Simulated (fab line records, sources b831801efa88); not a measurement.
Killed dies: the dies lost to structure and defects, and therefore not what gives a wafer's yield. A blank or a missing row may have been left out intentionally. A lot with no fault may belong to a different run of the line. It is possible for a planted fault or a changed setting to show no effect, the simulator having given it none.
2 desks looking at one fault | flow sky130 | each desk holds nothing but its own numbers, with what lay behind them at the end

## THE METROLOGY DESK
What the gauges read, lot by lot, whatever tool the lot ran on: means of the sampled wafers that have a number. Marked OUT: a lot whose mean sits more than 4 standard deviations from the usual mean, which makes it out of limits; the brackets give that distance.
Columns: A = VIA2_W_RS at SKY_VIA2_RS_MEAS_22, usual 0.2728 ohm/sq; B = VIA2_W_THK at SKY_VIA2_THK_MEAS_23, usual 425 nm
lot  | first seen here | A      | B
L975 | day 37 15:01    | 0.2683 | 430
L979 | day 39 00:27    | 0.2711 | 422
L981 | day 39 15:06    | 0.2715 | 422
L985 | day 40 19:35    | 0.2740 | 421
L986 | day 40 22:55    | 0.2732 | 419
L988 | day 41 14:31    | 0.2754 | 424
This desk found nothing out of limits on any of the 6 lots.

## FOR THE TOOL OWNER'S DESK: pvdSputter-02
The tool's own readings at SKY_METAL3_SPUTTER_03 (material Ti, target thk 5 nm, time 3.3 s): means of the sampled wafers that have a number, for each lot that ran on this tool. Marked OUT: a lot whose mean sits more than 4 standard deviations from the usual mean, which makes it out of limits; the brackets give that distance.
Columns: A = throttleValvePct at SKY_METAL3_SPUTTER_03, usual 29.8 %
lot  | first seen here | A
L981 | day 39 15:38    | 30.1
L985 | day 40 20:08    | 30.5
L986 | day 40 23:28    | 30.5
This desk found nothing out of limits on any of the 3 lots.

## TAKEN TOGETHER
Metrology desk: nothing out of limits seen.
Nothing out of limits was seen by the tool owner's desk.

## WHAT THE SIMULATOR HAD PUT IN
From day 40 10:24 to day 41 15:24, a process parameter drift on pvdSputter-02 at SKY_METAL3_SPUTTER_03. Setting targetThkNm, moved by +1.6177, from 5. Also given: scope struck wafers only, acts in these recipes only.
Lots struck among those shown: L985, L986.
